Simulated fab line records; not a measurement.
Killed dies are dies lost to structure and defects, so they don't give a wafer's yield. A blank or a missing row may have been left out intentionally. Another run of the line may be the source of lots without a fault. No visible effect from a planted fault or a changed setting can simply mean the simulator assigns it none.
fab line records    flow sky130
[record] lots = 15  wafers = 45  lastDay = 50
route steps=708 shown METAL3@563 CAP2M@606
lots that met no fault: taken from a fault-free run of the same line
startH: the number of hours between the record's first day and the start of the first shown wafer of the lot    waitH: hours since the lot's step before    " identical to the entry in the row above    L1.1+2: one row covering several wafers at once    - either no value or no given start    * or withheld: withheld    < > ~ a bound
route shown NAME@n: a module of which the file shows steps, and the number in the route of the first    usual: mean and standard deviation over wafers with no fault    same: alike in all rows    chamber/n: place in a boat    sites: the reading at each site    _std_site: standard deviation of those values    _edge_site: mean of outer sites minus mean of inner sites    radiusMm: for every site, how far away it sits from the centre of the wafer    mask NAME#n: copy n    behind: the tool/chamber that last shaped the wafer    hold: why the lot went on hold/how many hours it stayed there/how the hold came to an end    device: whichever transistor did not switch (one of n, p or np)    end of line: the route-end tests of the same wafers    step lacking rows: just its recipe    killed: at the first sort, the dies lost to defects and structure; wafer yield is something else    map: dies across one wafer; x = killed, . = not, _ = none there
set.NAME: the setting the step ran with; set.NAME@STEP: the setting that earlier step ran with    model.NAME: the simulator's own value behind a step, which no gauge read
a sample of lots followed through the steps of the route, with each step as a table and each wafer as a row
services: the hour from which a tool's chamber was out of use, counted from the record's first day as startH (under 0 if before that day), plus the number of hours and why
[[steps]]
[step SKY_METAL3_CD_MEAS_13]
[recipe] targetCdNm = 300
[usual] cdNm = 299.9/1.2
lot.wafer  tool      chamber  startH   waitH  cdNm
L697.2     cdSem-01  -        895.33   -      298.6
L697.3     "         -        "        "      298.7
L697.6     "         -        "        "      298.8
L696.1     cdSem-01  -        896.56   -      301.2
L696.5     "         -        "        "      300.6
L696.6     "         -        "        "      301.0
L699.1     cdSem-01  -        934.96   -      300.0
L699.2     "         -        "        "      299.1
L699.4     "         -        "        "      300.9
L701.1     cdSem-02  -        1010.06  -      301.1
L701.2     "         -        "        "      299.5
L701.6     "         -        "        "      298.7
L703.1     cdSem-01  -        1011.41  -      300.3
L703.3     "         -        "        "      300.7
L703.4     "         -        "        "      298.7
L707.3     cdSem-02  -        1011.80  -      302.7
L707.4     "         -        "        "      301.5
L707.6     "         -        "        "      302.6
L706.2     cdSem-01  -        1012.13  -      299.9
L706.3     "         -        "        "      298.8
L706.4     "         -        "        "      301.3
L710.3     cdSem-02  -        1014.99  -      298.6
L710.4     "         -        "        "      298.9
L710.6     "         -        "        "      299.6
L711.1     cdSem-02  -        1018.21  -      299.0
L711.2     "         -        "        "      299.5
L711.5     "         -        "        "      299.4
L712.1     cdSem-01  -        1018.35  -      299.1
L712.4     "         -        "        "      298.2
L712.5     "         -        "        "      300.4
L713.1     cdSem-01  -        1018.56  -      298.6
L713.2     "         -        "        "      299.6
L713.4     "         -        "        "      299.2
L714.1     cdSem-02  -        1019.85  -      299.6
L714.3     "         -        "        "      301.8
L714.4     "         -        "        "      301.0
L715.2     cdSem-02  -        1027.22  -      301.1
L715.5     "         -        "        "      300.2
L715.6     "         -        "        "      302.0
L716.1     cdSem-01  -        1029.36  -      300.7
L716.3     "         -        "        "      301.5
L716.6     "         -        "        "      300.6
L719.3     cdSem-01  -        1053.60  -      298.3
L719.4     "         -        "        "      299.0
L719.6     "         -        "        "      298.5
[step SKY_METAL3_OVL_MEAS_14]
[usual] METAL3_OVL = 2/4.9
lot.wafer  tool        chamber  startH   waitH  METAL3_OVL[nm]
L697.2     overlay-02  -        895.44   0.1    0
L697.3     "           -        "        "      4
L697.6     "           -        "        "      3
L696.1     overlay-01  -        896.68   0.1    -1
L696.5     "           -        "        "      -2
L696.6     "           -        "        "      4
L699.1     overlay-01  -        935.08   0.1    5
L699.2     "           -        "        "      5
L699.4     "           -        "        "      9
L701.1     overlay-01  -        1010.18  0.1    3
L701.2     "           -        "        "      0
L701.6     "           -        "        "      3
L703.1     overlay-02  -        1011.53  0.1    10
L703.3     "           -        "        "      5
L703.4     "           -        "        "      9
L707.3     overlay-01  -        1011.89  0.1    -2
L707.4     "           -        "        "      4
L707.6     "           -        "        "      9
L706.2     overlay-02  -        1012.24  0.1    1
L706.3     "           -        "        "      5
L706.4     "           -        "        "      1
L710.3     overlay-01  -        1015.08  0.1    10
L710.4     "           -        "        "      10
L710.6     "           -        "        "      7
L711.1     overlay-01  -        1018.33  0.1    -1
L711.2     "           -        "        "      -2
L711.5     "           -        "        "      2
L712.1     overlay-02  -        1018.47  0.1    0
L712.4     "           -        "        "      -1
L712.5     "           -        "        "      0
L713.1     overlay-02  -        1018.68  0.1    -2
L713.2     "           -        "        "      -4
L713.4     "           -        "        "      -4
L714.1     overlay-01  -        1019.97  0.1    3
L714.3     "           -        "        "      5
L714.4     "           -        "        "      0
L715.2     overlay-01  -        1027.33  0.1    4
L715.5     "           -        "        "      14
L715.6     "           -        "        "      7
L716.1     overlay-02  -        1029.48  0.1    11
L716.3     "           -        "        "      13
L716.6     "           -        "        "      14
L719.3     overlay-01  -        1053.69  0.1    -8
L719.4     "           -        "        "      -8
L719.6     "           -        "        "      -11
[step SKY_CAP2M_RS_MEAS_03]
[recipe] thkMeasGauge = four-point-probe  reads = TiN_of_CAP2M_SPUTTER_02
[usual] CAP2M_TIN_RS = 6.87/0.11
lot.wafer  tool          chamber  startH   waitH  CAP2M_TIN_RS[ohm/sq]
L697.2     filmMetro-01  -        922.24   0.1    6.92
L697.3     "             -        "        "      6.85
L697.6     "             -        "        "      6.92
L696.1     filmMetro-01  -        924.17   0.1    6.86
L696.5     "             -        "        "      7.00
L696.6     "             -        "        "      6.95
L699.1     filmMetro-04  -        964.41   0.1    6.95
L699.2     "             -        "        "      6.73
L699.4     "             -        "        "      6.77
L701.1     filmMetro-02  -        1036.51  0.1    6.75
L701.2     "             -        "        "      6.76
L701.6     "             -        "        "      6.73
L703.1     filmMetro-01  -        1038.08  0.1    6.86
L703.3     "             -        "        "      6.74
L703.4     "             -        "        "      6.86
L707.3     filmMetro-01  -        1038.30  0.1    7.00
L707.4     "             -        "        "      6.98
L707.6     "             -        "        "      6.97
L706.2     filmMetro-04  -        1038.40  0.1    7.01
L706.3     "             -        "        "      6.99
L706.4     "             -        "        "      6.86
L710.3     filmMetro-04  -        1041.60  0.1    7.02
L710.4     "             -        "        "      6.76
L710.6     "             -        "        "      6.79
L712.1     filmMetro-01  -        1044.47  0.1    7.00
L712.4     "             -        "        "      6.97
L712.5     "             -        "        "      6.93
L713.1     filmMetro-01  -        1044.80  0.1    6.89
L713.2     "             -        "        "      6.91
L713.4     "             -        "        "      6.90
L711.1     filmMetro-02  -        1045.11  0.1    6.72
L711.2     "             -        "        "      6.86
L711.5     "             -        "        "      6.70
L714.1     filmMetro-01  -        1046.65  0.1    6.94
L714.3     "             -        "        "      6.87
L714.4     "             -        "        "      6.88
L715.2     filmMetro-02  -        1053.04  0.1    7.06
L715.5     "             -        "        "      6.84
L715.6     "             -        "        "      7.11
L716.1     filmMetro-02  -        1054.60  0.1    6.72
L716.3     "             -        "        "      6.98
L716.6     "             -        "        "      6.67
L719.3     filmMetro-01  -        1078.27  0.1    6.83
L719.4     "             -        "        "      7.08
L719.6     "             -        "        "      6.83
[step SKY_CAP2M_METAL_ETCH_13]
[recipe] targetDepthNm = 220  stopOn = SiO2  chemistry = Cl2/BCl3  target = TiN  pressureMtorr = 10  icpW = 900  biasW = 48.5  Cl2_flow_sccm = 60  bcl3FlowSccm = 30  timeS = 62.9
[usual] bcl3FlowSccm = 29.98/0.091  biasW = 48.52/0.15  chamberPressureMTorr = 9.999/0.013  drypumpMotorCurrentA = 5.7/0.44  oesProductAu = 0.945/0.0097  throttleValvePct = 21.899/0.011
lot.wafer  tool         chamber  startH   waitH  bcl3FlowSccm  biasW  chamberPressureMTorr  drypumpMotorCurrentA  oesProductAu  rfHoursCounterH  throttleValvePct
L697.2     rieMetal-01  1        945.75   0.0    29.97         48.74  9.994                 5.0                   0.944         5                21.887
L697.3     "            1        "        "      29.95         48.89  9.995                 5.1                   0.951         -                21.900
L697.6     "            0        "        "      29.99         48.45  10.009                6.2                   0.945         -                21.900
L696.1     rieMetal-03  1        947.38   0.0    29.78         48.65  10.005                5.6                   0.948         3                21.911
L696.5     "            1        "        "      30.02         48.66  9.996                 5.6                   0.943         -                21.889
L696.6     "            1        "        "      30.07         48.65  10.008                5.6                   0.931         -                21.891
L699.1     rieMetal-03  1        986.70   0.0    29.99         48.59  10.002                5.6                   0.939         5                21.899
L699.2     "            0        "        "      29.98         48.48  10.007                6.3                   0.954         8                21.876
L699.4     "            1        "        "      29.97         48.55  9.986                 5.6                   0.944         -                21.914
L701.1     rieMetal-01  1        1057.35  0.0    29.85         48.47  10.005                5.1                   0.964         11               21.885
L701.2     "            0        "        "      29.89         48.36  10.013                6.2                   0.949         19               21.889
L701.6     "            1        "        "      29.82         48.64  10.002                5.1                   0.962         -                21.899
L703.1     rieMetal-01  1        1058.89  0.0    -             -      -                     -                     -             -                -
L703.3     "            1        "        "      -             -      -                     -                     -             -                -
L703.4     "            0        "        "      -             -      -                     -                     -             -                -
L707.3     rieMetal-04  1        1059.22  0.0    -             -      -                     -                     -             -                -
L707.4     "            0        "        "      -             -      -                     -                     -             -                -
L707.6     "            0        "        "      -             -      -                     -                     -             -                -
L706.2     rieMetal-03  1        1059.25  0.0    -             -      -                     -                     -             -                -
L706.3     "            1        "        "      -             -      -                     -                     -             -                -
L706.4     "            0        "        "      -             -      -                     -                     -             -                -
L710.3     rieMetal-01  1        1062.37  0.0    30.00         48.61  10.016                5.1                   0.936         -                21.915
L710.4     "            0        "        "      30.03         48.44  10.003                6.2                   0.956         -                21.892
L710.6     "            0        "        "      29.97         48.49  9.995                 6.2                   0.947         -                21.888
L712.1     rieMetal-01  0        1065.05  0.0    30.01         48.60  9.995                 6.2                   0.933         20               21.916
L712.4     "            0        "        "      30.03         48.43  10.000                6.2                   0.938         -                21.910
L712.5     "            0        "        "      30.03         48.52  10.006                6.2                   0.947         -                21.888
L713.1     rieMetal-01  1        1065.84  0.0    29.73         48.57  9.991                 5.0                   0.941         11               21.899
L713.2     "            0        "        "      30.08         48.45  10.001                6.2                   0.952         20               21.902
L713.4     "            1        "        "      29.82         48.43  10.003                5.1                   0.939         -                21.891
L711.1     rieMetal-03  0        1066.14  0.0    30.06         48.58  9.998                 6.2                   0.959         13               21.891
L711.2     "            1        "        "      30.11         48.59  9.999                 5.6                   0.944         10               21.906
L711.5     "            0        "        "      30.06         48.70  9.994                 6.3                   0.962         -                21.883
L714.1     rieMetal-01  0        1067.64  0.0    29.97         48.71  9.980                 6.2                   0.937         20               21.907
L714.3     "            1        "        "      29.84         48.31  9.995                 5.1                   0.945         -                21.906
L714.4     "            0        "        "      29.91         48.61  10.007                6.2                   0.933         -                21.903
L715.2     rieMetal-03  0        1073.60  0.0    29.93         48.38  10.014                6.3                   0.926         14               21.912
L715.5     "            1        "        "      29.89         48.57  10.000                5.6                   0.944         -                21.892
L715.6     "            0        "        "      29.89         48.32  9.993                 6.3                   0.920         -                21.910
L716.1     rieMetal-01  0        1075.65  0.0    29.89         48.51  9.997                 6.2                   0.963         20               21.907
L716.3     "            0        "        "      29.83         48.52  9.994                 6.2                   0.939         -                21.918
L716.6     "            1        "        "      29.98         48.42  10.012                5.1                   0.962         -                21.903
L719.3     rieMetal-04  0        1098.45  0.0    30.06         48.41  9.995                 5.8                   0.952         -                21.880
L719.4     "            1        "        "      29.85         48.19  10.003                5.2                   0.935         -                21.892
L719.6     "            0        "        "      29.90         48.21  9.995                 5.9                   0.945         -                21.911
[step SKY_CAP2M_STRIP_14]
[recipe] chemistry = O2/N2  powerW = 1400  pressureMtorr = 1500  platenTempC = withheld  o2FlowSccm = 3000  n2FlowSccm = 300  overashFraction = 0.5
[usual] chamberPressureMTorr = 1499.9/1.4  drypumpMotorCurrentA = 5.5/0.44  oesProductAu = 0.710/0.0042  stripTimeToEndpointS = 12.64/0.036
[same] overashFraction = 0.5
lot.wafer  tool            chamber  startH   waitH  chamberPressureMTorr  drypumpMotorCurrentA  oesProductAu  rfHoursCounterH  stripTimeToEndpointS
L697.2     plasmaAsher-01  1        945.82   0.1    1498.5                5.6                   0.713         73               12.63
L697.3     "               1        "        "      1498.0                5.6                   0.717         -                12.68
L697.6     "               1        "        "      1497.6                5.6                   0.708         -                12.67
L696.1     plasmaAsher-04  0        947.53   0.1    1501.2                5.2                   0.708         22               12.65
L696.5     "               1        "        "      1499.7                6.5                   0.719         -                12.70
L696.6     "               0        "        "      1499.7                5.3                   0.704         -                12.67
L699.1     plasmaAsher-03  1        986.77   0.1    1500.1                4.9                   0.711         59               12.68
L699.2     "               0        "        "      1499.2                5.8                   0.711         59               12.65
L699.4     "               1        "        "      1500.2                4.9                   0.710         -                12.71
L701.1     plasmaAsher-03  0        1057.42  0.1    1499.0                5.8                   0.704         65               12.64
L701.2     "               1        "        "      1500.4                4.9                   0.707         65               12.64
L701.6     "               1        "        "      1497.5                5.0                   0.712         -                12.68
L703.1     plasmaAsher-03  1        1058.97  0.1    1498.8                4.9                   0.713         66               14.13
L703.3     "               0        "        "      1501.1                5.8                   0.718         -                14.16
L703.4     "               1        "        "      1501.1                4.9                   0.713         -                14.16
L707.3     plasmaAsher-04  0        1059.30  0.1    1500.7                5.3                   0.723         -                14.17
L707.4     "               1        "        "      1502.0                6.5                   0.713         -                14.18
L707.6     "               0        "        "      1498.2                5.3                   0.711         -                14.14
L706.2     plasmaAsher-03  0        1059.32  0.1    1500.0                5.8                   0.719         66               14.18
L706.3     "               0        "        "      1498.7                5.8                   0.720         -                14.19
L706.4     "               1        "        "      1500.9                4.9                   0.720         -                14.23
L710.3     plasmaAsher-03  1        1062.45  0.1    1500.7                5.0                   0.712         -                12.67
L710.4     "               0        "        "      1500.8                5.8                   0.707         -                12.65
L710.6     "               0        "        "      1501.2                5.8                   0.712         -                12.68
L712.1     plasmaAsher-01  1        1065.12  0.1    1502.8                5.6                   0.715         84               12.58
L712.4     "               0        "        "      1499.4                5.3                   0.706         -                12.63
L712.5     "               1        "        "      1501.8                5.6                   0.708         -                12.61
L713.1     plasmaAsher-03  0        1065.92  0.1    1499.0                5.8                   0.705         66               12.59
L713.2     "               1        "        "      1499.9                5.0                   0.710         66               12.62
L713.4     "               1        "        "      1501.0                5.0                   0.702         -                12.65
L711.1     plasmaAsher-01  0        1066.22  0.1    1502.1                5.3                   0.710         84               12.62
L711.2     "               1        "        "      1498.5                5.6                   0.712         84               12.68
L711.5     "               0        "        "      1500.7                5.3                   0.709         -                12.66
L714.1     plasmaAsher-01  0        1067.72  0.1    1496.1                5.3                   0.709         84               12.63
L714.3     "               0        "        "      1500.6                5.3                   0.706         -                12.65
L714.4     "               1        "        "      1499.7                5.6                   0.711         -                12.66
L715.2     plasmaAsher-03  0        1073.67  0.1    1500.2                5.8                   0.713         67               12.62
L715.5     "               0        "        "      1497.9                5.8                   0.710         -                12.63
L715.6     "               1        "        "      1501.3                5.0                   0.719         -                12.60
L716.1     plasmaAsher-01  0        1075.72  0.1    1499.2                5.3                   0.706         85               12.64
L716.3     "               0        "        "      1498.7                5.3                   0.710         -                12.66
L716.6     "               0        "        "      1500.5                5.3                   0.709         -                12.60
L719.3     plasmaAsher-04  0        1098.54  0.1    1498.4                5.2                   0.715         -                12.68
L719.4     "               1        "        "      1500.8                6.5                   0.707         -                12.73
L719.6     "               0        "        "      1500.1                5.2                   0.713         -                12.68
[[services]]
tool            chamber  startH   hours  kind
plasmaAsher-04  -        925.19   4.8    repair
rieMetal-03     0        938.67   11.0   repair
rieMetal-01     -        940.63   2.8    pm
plasmaAsher-01  -        946.84   2.0    repair
plasmaAsher-01  -        978.56   2.8    pm
plasmaAsher-03  -        980.89   3.3    repair
rieMetal-03     -        1031.39  0.3    repair
rieMetal-01     0        1036.98  2.0    repair
rieMetal-01     -        1044.82  1.4    pm
plasmaAsher-04  -        1095.29  0.8    repair
[[key]]
[firstSign] step = SKY_CAP2M_METAL_ETCH_13  reading = toolRecord  direction = missing
[effect] step = SKY_CAP2M_STRIP_14  reading = stripTimeToEndpointS  direction = up  sigmas = 42  usual = *  struck = *
metAt SKY_CAP2M_METAL_ETCH_13
struckLots L703,L706,L707
laterRowsLeftOut L703.1,L703.3,L703.4,L706.2,L706.3,L706.4,L707.3,L707.4,L707.6
sortLeftOut L703.1,L703.3,L703.4,L706.2,L706.3,L706.4,L707.3,L707.4,L707.6
notActingAt SKY_METAL3_CD_MEAS_13,SKY_METAL3_OVL_MEAS_14,SKY_CAP2M_RS_MEAS_03
onsetBetween 1057.35 1058.89
[fault] kind = skippedStepWhole  tool = rieMetal-01,rieMetal-03,rieMetal-04  chamber = -  onsetH = 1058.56  steps = SKY_CAP2M_METAL_ETCH_13  scope = struckLotsOnly
// sortLeftOut: the simulated sort isn't trusted on such a fault, so these wafers' sort isn't shown, and their yield isn't known
// laterRowsLeftOut: the simulator's readings of these wafers behind a module that went badly wrong aren't trusted and aren't shown, but for the sort
